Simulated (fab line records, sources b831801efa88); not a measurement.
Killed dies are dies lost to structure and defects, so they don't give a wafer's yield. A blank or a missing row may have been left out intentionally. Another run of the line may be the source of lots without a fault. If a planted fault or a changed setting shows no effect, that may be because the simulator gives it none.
fab line records | flow gf180mcu
record: lots: 12 wafers: 36 last-day: 34
route steps=602 shown V3@452 M4@458 TOP_METAL@578
lots that met no fault: from a run of the same line without faults
start-h: the number of hours between the record's first day and the start of the first shown wafer of the lot | wait-h: how many hours have passed since the lot's step before this one | " same as the row above | L1.1+2: a row that stands for several wafers | - no value present, or no start provided | * or withheld: withheld | < > ~ a bound
route shown NAME@n: a module of which the file shows steps, and the number in the route of the first | usual: average and standard deviation across the fault-free wafers | same: alike in all rows | chamber/n: place in a boat | sites: readings site by site | _std_site: how widely they spread, as a standard deviation | _edge_site: mean of outer sites minus mean of inner sites | radius-mm: how far each site lies from the wafer's centre | mask NAME#n: copy n | behind: tool/chamber where the wafer was last shaped | hold: why the lot went on hold/how many hours it stayed there/how the hold came to an end | device: which transistor (n, p or np) failed to switch | end of line: at the end of the route, the tests of the same wafers | a step without rows: its recipe alone | killed: not the wafer's yield, but the dies lost to structure and defects at the first sort | map: dies across one wafer; x = killed, . = not, _ = none there
set.NAME: the run value of the setting; set.NAME@STEP: its run value at that earlier step | model.NAME: the simulator's own value behind a step, which no gauge read
steps of the route over a sample of lots; a table a step, a row a wafer
services: when a tool's chamber went out of use (start-h, in hours from the record's first day, below 0 if earlier), for how many hours, and the reason
== steps ==
step: GF_V3_CVD_23
recipe: material: W target-thk-nm: 350 time-s: 104.9 temp-c: 400 pressure-torr: 40
usual: heater-power-w: 809/63
columns lot.wafer tool chamber start-h wait-h heater-power-w
L226.3 cvd-w-01 1 514.06 0.1 813
L226.4 " 0 " " 760
L226.5 " 0 " " 736
L227.3 cvd-w-02 1 536.21 0.1 767
L227.4 " 0 " " 932
L227.5 " 1 " " 768
L228.2 cvd-w-02 0 542.73 0.0 922
L228.4 " 1 " " 761
L228.5 " 0 " " 914
L229.2 cvd-w-01 1 551.18 0.0 807
L229.3 " 1 " " 799
L229.5 " 0 " " 760
L230.3 cvd-w-02 1 562.36 0.1 781
L230.4 " 0 " " 893
L230.5 " 0 " " 893
L231.2 cvd-w-02 0 577.84 0.0 919
L231.5 " 0 " " 904
L231.6 " 1 " " 757
L234.2 cvd-w-02 1 593.10 0.0 784
L234.5 " 0 " " 915
L234.6 " 1 " " 810
L237.1 cvd-w-02 0 613.57 0.0 930
L237.2 " 1 " " 780
L237.5 " 1 " " 772
L243.1 cvd-w-01 0 655.69 0.0 752
L243.5 " 1 " " 762
L243.6 " 0 " " 766
L244.2 cvd-w-01 0 660.91 0.0 741
L244.4 " 1 " " 801
L244.6 " 1 " " 806
L245.1 cvd-w-01 1 669.07 0.0 809
L245.2 " 0 " " 745
L245.6 " 0 " " 756
L247.2 cvd-w-01 1 685.86 0.0 794
L247.3 " 0 " " 729
L247.4 " 1 " " 789
step: GF_V3_CMP_26
recipe: stop-on: SiO2 down-force-psi: 3.5 platen-rpm: 60 t-overpolish-s: 15 target-thk-nm: 0 pad-velocity-m-s: 0.94248
usual: motor-current-A: 10.7/1.2 overpolish-run-s: 15.001/0.0087 time-to-endpoint-s: 87/3.8
columns lot.wafer tool chamber start-h wait-h motor-current-A overpolish-run-s time-to-endpoint-s
L226.3 cmp-02 0 514.32 0.0 9.4 15.012 93
L226.4 " 3 " " 12.1 15.019 93
L226.5 " 0 " " 8.9 15.005 94
L227.4 cmp-01 1 536.47 0.0 11.0 15.005 88
L227.3 " 0 " " 11.8 14.991 91
L227.5 " 1 " " 10.7 14.997 90
L228.2 cmp-02 0 543.08 0.1 8.8 15.004 88
L228.4 " 1 " " 11.7 15.003 90
L228.5 " 3 " " 11.5 14.990 87
L229.3 cmp-01 1 551.57 0.1 10.8 15.004 91
L229.2 " 2 " " 9.5 15.000 87
L229.5 " 0 " " 11.4 15.003 91
L230.3 cmp-02 3 562.61 0.0 11.7 14.995 85
L230.4 " 0 " " 9.0 14.987 88
L230.5 " 0 " " 9.1 15.004 87
L231.2 cmp-01 1 578.18 0.1 11.5 15.009 87
L231.5 " 0 " " 12.2 14.997 92
L231.6 " 1 " " 10.1 14.999 89
L234.2 cmp-02 1 593.39 0.0 12.1 14.993 91
L234.5 " 1 " " 12.2 15.008 86
L234.6 " 2 " " 10.9 14.995 94
L237.1 cmp-01 1 613.96 0.1 10.5 15.007 88
L237.2 " 2 " " 9.6 15.007 90
L237.5 " 3 " " 10.2 15.004 91
L243.1 cmp-02 3 656.13 0.2 11.9 14.998 86
L243.5 " 0 " " 8.8 15.002 85
L243.6 " 1 " " 11.6 15.007 85
L244.2 cmp-02 0 661.20 0.0 8.6 15.003 84
L244.4 " 1 " " 11.4 15.022 78
L244.6 " 1 " " 12.1 15.012 82
L245.1 cmp-02 0 669.41 0.1 8.7 15.009 87
L245.2 " 1 " " 12.0 15.013 88
L245.6 " 3 " " 12.0 14.987 85
L247.4 cmp-02 0 686.16 0.0 8.8 14.988 86
L247.2 " 1 " " 11.9 14.985 82
L247.3 " 2 " " 10.8 14.993 88
step: GF_M4_SPUTTER_02
recipe: material: AlCu target-thk-nm: 450 power-w: 10600 time-s: 23.9 chamber-pressure-pa: 0.4
usual: throttle-valve-pct: 29.7/1.2
columns lot.wafer tool chamber start-h wait-h throttle-valve-pct
L226.3 pvd-sputter-03 - 514.75 0.0 30.7
L226.4 " - " " 29.6
L226.5 " - " " 30.7
L227.3 pvd-sputter-03 - 536.90 0.0 30.8
L227.4 " - " " 30.1
L227.5 " - " " 30.5
L228.2 pvd-sputter-02 - 543.46 0.0 28.2
L228.4 " - " " 28.1
L228.5 " - " " 31.0
L229.2 pvd-sputter-04 - 551.90 0.0 27.6
L229.3 " - " " 28.5
L229.5 " - " " 30.5
L230.3 pvd-sputter-03 - 563.04 0.0 30.6
L230.4 " - " " 29.8
L230.5 " - " " 30.4
L231.2 pvd-sputter-03 - 578.56 0.0 30.4
L231.5 " - " " 30.8
L231.6 " - " " 30.6
L234.2 pvd-sputter-03 - 593.82 0.0 30.4
L234.5 " - " " 29.7
L234.6 " - " " 30.5
L237.1 pvd-sputter-03 - 614.29 0.0 30.4
L237.2 " - " " 30.5
L237.5 " - " " 30.7
L243.1 pvd-sputter-02 - 656.41 0.0 29.2
L243.5 " - " " 31.1
L243.6 " - " " 28.2
L244.2 pvd-sputter-03 - 661.63 0.0 29.8
L244.4 " - " " 30.6
L244.6 " - " " 30.2
L245.1 pvd-sputter-02 - 669.79 0.0 31.1
L245.2 " - " " 28.1
L245.6 " - " " 30.9
L247.2 pvd-sputter-02 - 686.59 0.0 28.1
L247.3 " - " " 29.3
L247.4 " - " " 28.7
step: GF_TOP_METAL_EXPOSE_11
recipe: mask-id: MetalTop target-cd-nm: 440 na: 0.6 source-shape: conventional sigma-outer: 0.6 dose-mj: 170
usual: exposure-dose-mJ-cm2: 169.87/0.19
same: sigma-outer: 0.6
columns lot.wafer tool chamber start-h wait-h mask exposure-dose-mJ-cm2
L226.3 iline-stepper-01 0 642.09 - MetalTop#0 170.08
L226.4 " 0 " " MetalTop#0 169.91
L226.5 " 0 " " MetalTop#0 169.92
L227.3 iline-stepper-01 0 661.16 - MetalTop#0 170.00
L227.4 " 0 " " MetalTop#0 169.72
L227.5 " 0 " " MetalTop#0 170.11
L228.2 iline-stepper-02 0 665.11 - MetalTop#0 169.79
L228.4 " 0 " " MetalTop#0 169.90
L228.5 " 0 " " MetalTop#0 169.51
L229.2 iline-stepper-02 0 672.13 - MetalTop#0 170.25
L229.3 " 0 " " MetalTop#0 169.80
L229.5 " 0 " " MetalTop#0 169.75
L230.3 iline-stepper-01 0 682.74 - MetalTop#0 170.11
L230.4 " 0 " " MetalTop#0 170.04
L230.5 " 0 " " MetalTop#0 169.80
L231.2 iline-stepper-01 0 697.73 - MetalTop#0 170.12
L231.5 " 0 " " MetalTop#0 170.16
L231.6 " 0 " " MetalTop#0 170.42
L234.2 iline-stepper-01 0 709.11 - MetalTop#0 164.14
L234.5 " 0 " " MetalTop#0 164.12
L234.6 " 0 " " MetalTop#0 164.31
L237.1 iline-stepper-01 0 728.04 - MetalTop#0 165.21
L237.2 " 0 " " MetalTop#0 165.07
L237.5 " 0 " " MetalTop#0 165.07
L243.1 iline-stepper-02 0 762.49 - MetalTop#0 169.75
L243.5 " 0 " " MetalTop#0 169.57
L243.6 " 0 " " MetalTop#0 169.95
L244.2 iline-stepper-02 0 770.24 - MetalTop#0 170.08
L244.4 " 0 " " MetalTop#0 169.92
L244.6 " 0 " " MetalTop#0 170.13
L245.1 iline-stepper-02 0 775.56 - MetalTop#0 169.58
L245.2 " 0 " " MetalTop#0 169.83
L245.6 " 0 " " MetalTop#0 169.92
L247.2 iline-stepper-02 0 790.12 - MetalTop#0 169.78
L247.3 " 0 " " MetalTop#0 169.76
L247.4 " 0 " " MetalTop#0 169.81
step: GF_TOP_METAL_CD_MEAS_14
recipe: target-cd-nm: 440
usual: cd-nm: 439.0/2.1
columns lot.wafer tool chamber start-h wait-h cd-nm
L226.3 cd-sem-01 - 652.01 0.1 441.1
L226.4 " - " " 439.1
L226.5 " - " " 440.5
L227.3 cd-sem-01 - 670.42 0.1 438.1
L227.4 " - " " 440.1
L227.5 " - " " 438.4
L228.2 cd-sem-01 - 674.45 0.1 439.6
L228.4 " - " " 439.6
L228.5 " - " " 440.6
L229.2 cd-sem-01 - 681.65 0.1 434.7
L229.3 " - " " 436.7
L229.5 " - " " 435.9
L230.3 cd-sem-01 - 692.30 0.1 440.2
L230.4 " - " " 439.4
L230.5 " - " " 439.7
L231.2 cd-sem-01 - 706.89 0.1 439.0
L231.5 " - " " 439.8
L231.6 " - " " 440.3
L234.2 cd-sem-01 - 718.24 0.1 447.7
L234.5 " - " " 447.2
L234.6 " - " " 449.2
L237.1 cd-sem-01 - 737.23 0.1 447.2
L237.2 " - " " 447.2
L237.5 " - " " 448.0
L243.1 cd-sem-01 - 770.46 0.1 439.9
L243.5 " - " " 437.1
L243.6 " - " " 437.7
L244.2 cd-sem-02 - 778.53 0.1 442.5
L244.4 " - " " 442.2
L244.6 " - " " 442.8
L245.1 cd-sem-02 - 782.62 0.1 439.2
L245.2 " - " " 437.9
L245.6 " - " " 438.7
L247.2 cd-sem-02 - 797.09 0.1 435.2
L247.3 " - " " 435.0
L247.4 " - " " 437.1
== services ==
columns tool chamber start-h hours kind
pvd-sputter-02 - 492.84 2.0 repair
iline-stepper-02 - 524.00 5.5 repair
cvd-w-01 1 526.22 8.3 repair
iline-stepper-02 - 530.36 1.7 pm
cvd-w-02 - 547.30 0.9 repair
iline-stepper-01 - 556.58 2.2 repair
cvd-w-02 - 564.74 0.7 repair
cmp-01 - 565.42 5.0 pm
cvd-w-01 0 601.41 3.9 repair
cmp-02 - 606.60 0.5 repair
cmp-02 - 633.65 8.4 pm
iline-stepper-02 - 642.62 1.5 repair
pvd-sputter-03 - 673.17 1.8 repair
cvd-w-02 - 676.93 1.5 repair
iline-stepper-01 - 677.74 1.7 pm
iline-stepper-02 - 683.90 4.4 pm
cmp-02 - 702.25 2.4 repair
cmp-02 - 725.12 1.9 repair
iline-stepper-02 - 733.74 2.1 pm
pvd-sputter-03 - 738.90 6.7 repair
cmp-02 - 744.16 4.0 pm
iline-stepper-02 - 748.54 1.7 pm
iline-stepper-02 - 780.97 1.2 repair
cmp-02 - 789.19 3.5 pm
== key ==
first-sign: step: GF_TOP_METAL_EXPOSE_11 reading: exposure-dose-mJ-cm2 direction: down sigmas: 28 usual: 169.87 struck: 164.65
effect: step: GF_TOP_METAL_CD_MEAS_14 reading: cd-nm direction: up sigmas: 4.2 usual: 439.0 struck: 447.7 through: control-loop
met-at GF_TOP_METAL_EXPOSE_11
struck-lots L234,L237
loop-trim: step: GF_TOP_METAL_EXPOSE_11 setting: dose lots: L237
not-acting-at GF_V3_CVD_23,GF_V3_CMP_26,GF_M4_SPUTTER_02
onset-between 697.73 709.11
fault: kind: process-parameter-drift tool: iline-stepper-01 chamber: - onset-h: 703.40 steps: GF_TOP_METAL_EXPOSE_11 channel: dose-mj offset: -5.8378 shape: step acts-in: these-recipes-only stated: 170
loop-trim: a control loop set the setting to another value than it would have without faults
